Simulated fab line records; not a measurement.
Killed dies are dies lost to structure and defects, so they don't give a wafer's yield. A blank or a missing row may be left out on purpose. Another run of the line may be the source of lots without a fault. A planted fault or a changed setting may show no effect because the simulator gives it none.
Comparing a struck lot with a sound one + flow sky130 + 26 out of 708 route steps
Sound: the wafers L201.2, L201.3, L201.6. Struck: wafer L213.3; the same lot's L213.5 was not struck, so it is left out; see the end for the cause.
Each step with rows lists, per side, the tool, then ch with its chambers, then its first start. Under that, the readings that differ: sound wafers + struck wafers + difference of the means + sigmas: that difference in standard deviations of wafers without a fault.
alike: readings whose means differ by less than 2 such deviations, and words and numbers that are the same on both sides. not compared: withheld readings, readings that some wafer has no value for, bounds like >300 that may hide the same value, and numbers for which the record gives no deviation and whose values overlap.
Wherever a step has rows on one side only, a row that says differs or no value, or a row with sigmas, the two part there. Numbers that have no deviation but don't overlap get no sigmas and don't part them. Lack of a reading on every wafer of one side parts them only where that side has two or more wafers.

SKY_LOCAL_INTERCONNECT_STRIP_15: strips in O2/N2.
  sound on plasmaAsher-02 ch 0,1, day 33 00:56; struck on plasmaAsher-03 ch 1, day 36 18:04
  alike: drypumpMotorCurrentA, n2FlowSccm, oesProductAu, stripTimeToEndpointS
  not compared: rfHoursCounterH
then, 3 steps without rows for these wafers: SKY_LOCAL_INTERCONNECT_STRIP_16 (strips in post etch residue remover, time 1200 s); SKY_LOCAL_INTERCONNECT_CLEAN_17 (cleans in IPA, time 180 s); SKY_LOCAL_INTERCONNECT_CLEAN_18 (cleans in O3/DIW).
SKY_CONTACT_CVD_00: deposits Si3N4, target thk 75 nm.
  sound on pecvd-04 ch 0,1, day 33 01:31; struck on pecvd-04 ch 0, day 36 18:38
  alike: heaterPowerW
SKY_CONTACT_THK_MEAS_01:
  struck on filmMetro-02, day 36 18:41; sound on filmMetro-04, day 33 01:34
  alike: CONTACT_CVD_00_THK
then, 1 step without rows for these wafers: SKY_CONTACT_HDPCVD_02 (deposits SiO2, target thk 565 nm, time 94.2 s).
SKY_CONTACT_THK_MEAS_03:
  struck on filmMetro-04, day 36 18:49; sound on filmMetro-02, day 33 01:42
  alike: CONTACT_HDPCVD_THK
SKY_CONTACT_CMP_04: polishes SiO2.
  sound on cmp-01 ch 0,2,3, day 33 01:48; struck on cmp-02 ch 2, day 36 18:54
  alike: motorCurrentA, timeToEndpointS
SKY_CONTACT_BOW_MEAS_05:
  struck on filmMetro-04, day 36 19:11; sound on filmMetro-02, day 33 02:04
| reading          | sound    | struck | difference | sigmas |
|------------------|----------|--------|------------|--------|
| CONTACT_BOW (um) | 90 90 91 | 72     | -18        | -3     |
then, 2 steps without rows for these wafers: SKY_CONTACT_DEHYDRATE_06 (time 60 s); SKY_CONTACT_HMDS_07 (prime time 60 s).
SKY_CONTACT_COAT_08: resist thk 60 nm.
  sound on lithoTrack-04 ch 0, day 33 15:01; struck on lithoTrack-02 ch 0, day 37 07:54
  not compared: resistLineTempC
then, 5 steps without rows for these wafers: SKY_CONTACT_COAT_09 (resist thk 450 nm); SKY_CONTACT_SOFTBAKE_10 (time 90 s); SKY_CONTACT_EXPOSE_11 (exposes mask CTM1, target cd 170 nm); SKY_CONTACT_PEB_12; SKY_CONTACT_DEVELOP_13 (develop time 60 s).
SKY_CONTACT_CD_MEAS_14: the cd target is 170 nm.
  struck on cdSem-01, day 37 21:02; sound on cdSem-01, day 34 04:25
  alike: cdNm
SKY_CONTACT_OVL_MEAS_15:
  struck on overlay-01, day 37 21:08; sound on overlay-01, day 34 04:31
  alike: CONTACT_OVL
SKY_CONTACT_ETCH_16: etches BARC in N2/H2, stops on SiO2, time 45.9 s, target depth 60 nm.
  sound on rieDiel-04 ch 2,3, day 34 04:33; struck on rieDiel-03 ch 2, day 37 21:10
| reading                 | sound             | struck | difference | sigmas |
|-------------------------|-------------------|--------|------------|--------|
| oesProductAu (a.u.)     | 0.849 0.848 0.864 | 0.953  | +0.099     | +22    |
| model.etch.depthNm (nm) | 60.45 60.35 60.45 | 73.08  | +12.66     |        |
  alike: drypumpMotorCurrentA, n2FlowSccm, throttleValvePct
  not compared: rfHoursCounterH
SKY_CONTACT_ETCH_17: etches SiO2 in C4F8/O2/Ar, stops on Si3N4, target depth 340 nm.
  sound on rieDiel-04 ch 2,3, day 34 04:36; struck on rieDiel-03 ch 2, day 37 21:12
  alike: oesProductAu
SKY_CONTACT_ETCH_18: etches Si3N4 in CHF3/O2, stops on TiN, time 39 s, target depth 75 nm.
  sound on rieDiel-04 ch 2,3; struck on rieDiel-03 ch 2
  alike: drypumpMotorCurrentA, oesProductAu, throttleValvePct
  not compared: rfHoursCounterH
SKY_CONTACT_STRIP_19: strips in O2/N2.
  sound on plasmaAsher-02 ch 0, day 34 04:41; struck on plasmaAsher-03 ch 1, day 37 21:20
| reading                  | sound             | struck | difference | sigmas |
|--------------------------|-------------------|--------|------------|--------|
| n2FlowSccm (sccm)        | 299.7 297.6 299.6 | 301.2  | +2.2       | +2     |
| stripTimeToEndpointS (s) | 3.64 3.57 3.62    | 3.79   | +0.18      | +5     |
  alike: drypumpMotorCurrentA, oesProductAu
  not compared: rfHoursCounterH
then, 1 step without rows for these wafers: SKY_CONTACT_STRIP_20 (strips in post etch residue remover, time 1200 s).
-- the record jumps here: 13 days lie between the struck wafers' starts before and after (it left off in module CONTACT and takes up again in module PAD_OPEN, whose first step shown is number 708 of the route) --
SKY_PAD_OPEN_PROBE_99:
  struck on prober-02, day 50 10:14; sound on prober-02, day 47 20:59
  alike: killed_at_M0_to_M3, killed_at_M4_up, killedAtContacts, killedAtFrontEnd, killedAtOther, killedDies, killedOpen, killedShort

## WHERE THEY PART
First at SKY_CONTACT_BOW_MEAS_05; last, within this record, at SKY_CONTACT_STRIP_19. Later steps at which nothing parts them and some readings are alike: SKY_PAD_OPEN_PROBE_99.

WHY: whatever the simulator had introduced
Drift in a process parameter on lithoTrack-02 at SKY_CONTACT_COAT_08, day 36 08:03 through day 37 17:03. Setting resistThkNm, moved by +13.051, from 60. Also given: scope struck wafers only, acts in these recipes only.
